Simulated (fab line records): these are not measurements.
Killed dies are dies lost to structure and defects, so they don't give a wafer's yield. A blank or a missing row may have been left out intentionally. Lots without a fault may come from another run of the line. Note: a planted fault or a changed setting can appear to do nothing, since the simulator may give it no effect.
Comparing a struck lot with a sound one || flow sky130 || 15 steps out of a route of 708
Sound: wafers L129.3, L129.4, L129.5. The struck wafers were L138.2, L138.4. Last of all comes the cause.
Each step with rows lists, per side, the tool, then ch with its chambers, then its first start. Under that, the readings that differ: sound wafers || struck wafers || difference of the means || sigmas: that difference in standard deviations of wafers without a fault.
alike: same words and numbers on both sides, and readings whose means sit less than 2 such deviations apart. not compared: any withheld reading, any reading some wafer has no value for, any bound like >300 that may hide the same value, and any number with overlapping values for which the record gives no deviation.
The two part at a step that has a row with sigmas, a row that says differs or no value, or rows on one side only. When numbers do not overlap yet have no deviation, they are printed without sigmas and do not part them. Lack of a reading on every wafer of one side parts them only where that side has two or more wafers.

first, 3 steps without rows for these wafers: SKY_METAL1_EXPOSE_12 (exposes mask MM1, target cd 140 nm); SKY_METAL1_PEB_13; SKY_METAL1_DEVELOP_14 (develop time 60 s).
SKY_METAL1_CD_MEAS_15 targets a cd of 140 nm.
  sound on cd-sem-01, day 32 14:58; struck on cd-sem-01, day 35 16:08
  alike: cd-nm
SKY_METAL1_OVL_MEAS_16:
  sound on overlay-02, day 32 15:04; struck on overlay-02, day 35 16:14
  alike: METAL1_OVL
SKY_METAL1_DESCUM_17: chemistry O2, time 8 s.
  sound on rie-metal-03 ch 0,1, day 32 15:06; struck on rie-metal-02 ch 1, day 35 16:17
  alike: drypump-motor-current-A, oes-product-au, rf-fwd-power-W
  not compared: rf-hours-counter-h
SKY_METAL1_ETCH_18: etches BARC in N2/H2, stops on SiO2, time 45.9 s, target depth 60 nm.
  sound on rie-metal-03 ch 0,1, day 32 15:08; struck on rie-metal-02 ch 1, day 35 16:22
  alike: bias-w, drypump-motor-current-A, n2-flow-sccm, oes-product-au, rf-fwd-power-W, throttle-valve-pct
  not compared: rf-hours-counter-h
SKY_METAL1_METAL_ETCH_19: etches the open film in Cl2/BCl3, stops on SiO2, target depth 360 nm, time 78 s.
  sound on rie-metal-03 ch 0,1, day 32 15:13; struck on rie-metal-02 ch 1, day 35 16:29
{"reading": "bias-w (W)", "sound": "48.61 48.35 48.41", "struck": "48.66 48.84", "difference": "+0.29", "sigmas": "+2"}
  alike: drypump-motor-current-A, oes-product-au, rf-fwd-power-W, throttle-valve-pct
  not compared: rf-hours-counter-h
SKY_METAL1_STRIP_20: strips in O2/N2.
  sound on plasma-asher-04 ch 0,1, day 32 15:18; struck on plasma-asher-04 ch 0, day 35 16:38
  alike: drypump-motor-current-A, n2-flow-sccm, oes-product-au, strip-time-to-endpoint-s
  not compared: rf-hours-counter-h
then, 3 steps without rows for these wafers: SKY_METAL1_STRIP_21 (strips in post etch residue remover, time 1200 s); SKY_METAL1_CLEAN_22 (cleans in IPA, time 180 s); SKY_METAL1_CLEAN_23 (cleans in O3/DIW).
SKY_VIA1_HDPCVD_00: deposits SiO2, target thk 1030 nm, time 171.7 s.
  sound on hdpcvd-01 ch 0,1, day 32 15:54; struck on hdpcvd-02 ch 1, day 35 17:14
{"reading": "run-length-s (s)", "sound": "198.6 198.8 199.6", "struck": "169.6 169.3", "difference": -29.6, "sigmas": -64}
{"reading": "model.SiO2_of_VIA1_HDPCVD_00.thk-nm (nm)", "sound": "1053 1055 1063", "struck": "849.8 856.2", "difference": -204.0, "sigmas": ""}
SKY_VIA1_THK_MEAS_01:
  sound on film-metro-03, day 32 16:02; struck on film-metro-04, day 35 17:22
{"reading": "VIA1_HDPCVD_THK (nm)", "sound": "1053 1056 1062", "struck": "850 857", "difference": -204, "sigmas": -16}
SKY_VIA1_CMP_02: polishes SiO2.
  sound on cmp-01 ch 2,3, day 32 16:07; struck on cmp-01 ch 1,3, day 35 17:25
  alike: motor-current-A

## WHERE THEY PART
At SKY_METAL1_METAL_ETCH_19 first; at SKY_VIA1_THK_MEAS_01 last (within this record only). Later steps at which nothing parts them and some readings are alike: SKY_VIA1_CMP_02.

WHY: what the simulator had put in
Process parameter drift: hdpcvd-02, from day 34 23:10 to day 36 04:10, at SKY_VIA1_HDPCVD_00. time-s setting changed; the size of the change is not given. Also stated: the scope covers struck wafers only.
